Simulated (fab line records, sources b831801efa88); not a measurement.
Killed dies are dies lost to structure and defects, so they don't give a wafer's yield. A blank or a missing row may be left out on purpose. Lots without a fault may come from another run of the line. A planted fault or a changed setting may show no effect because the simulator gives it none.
One fault seen from 2 desks | flow sky130 | each desk has only its own numbers; what lay behind them comes last

THE TOOL OWNER'S DESK: pvd_sputter-04
The tool's own readings at SKY_METAL1_SPUTTER_01 (material TiN, target thk 20 nm, time 16.7 s): means of the sampled wafers that have a number, for each lot that ran on this tool. A lot is out of limits, marked OUT, if its mean lies more than 4 standard deviations from the usual mean; the brackets give that distance.
Columns: A = throttle_valve_pct at SKY_METAL1_SPUTTER_01, usual 29.8 %
lot  | first seen here | A
L286 | day 32 19:36    | 29.4
L289 | day 33 00:59    | 30.3
L299 | day 37 00:12    | 30.9
L301 | day 37 06:58    | 31.0
This desk's finding: nothing out of limits on any of the 4 lots.

THE METROLOGY DESK
What the gauges read, lot by lot, whatever tool the lot ran on: means of the sampled wafers that have a number. A lot is out of limits, marked OUT, if its mean lies more than 4 standard deviations from the usual mean; the brackets give that distance.
Columns: A = CONTACT_W_RS at SKY_CONTACT_RS_MEAS_25, usual 0.331 ohm/sq; B = CONTACT_W_THK at SKY_CONTACT_THK_MEAS_26, usual 350 nm
lot  | first seen here | A     | B
L284 | day 32 09:59    | 0.330 | 355
L286 | day 32 19:05    | 0.325 | 358
L289 | day 33 00:29    | 0.331 | 347
L299 | day 36 23:43    | 0.325 | 359
L301 | day 37 06:27    | 0.339 | 338
L302 | day 37 11:44    | 0.327 | 353
This desk's finding: nothing out of limits on any of the 6 lots.

PUT TOGETHER
The tool owner's desk saw nothing out of limits.
The metrology desk saw nothing out of limits.

WHAT THE SIMULATOR HAD PUT IN
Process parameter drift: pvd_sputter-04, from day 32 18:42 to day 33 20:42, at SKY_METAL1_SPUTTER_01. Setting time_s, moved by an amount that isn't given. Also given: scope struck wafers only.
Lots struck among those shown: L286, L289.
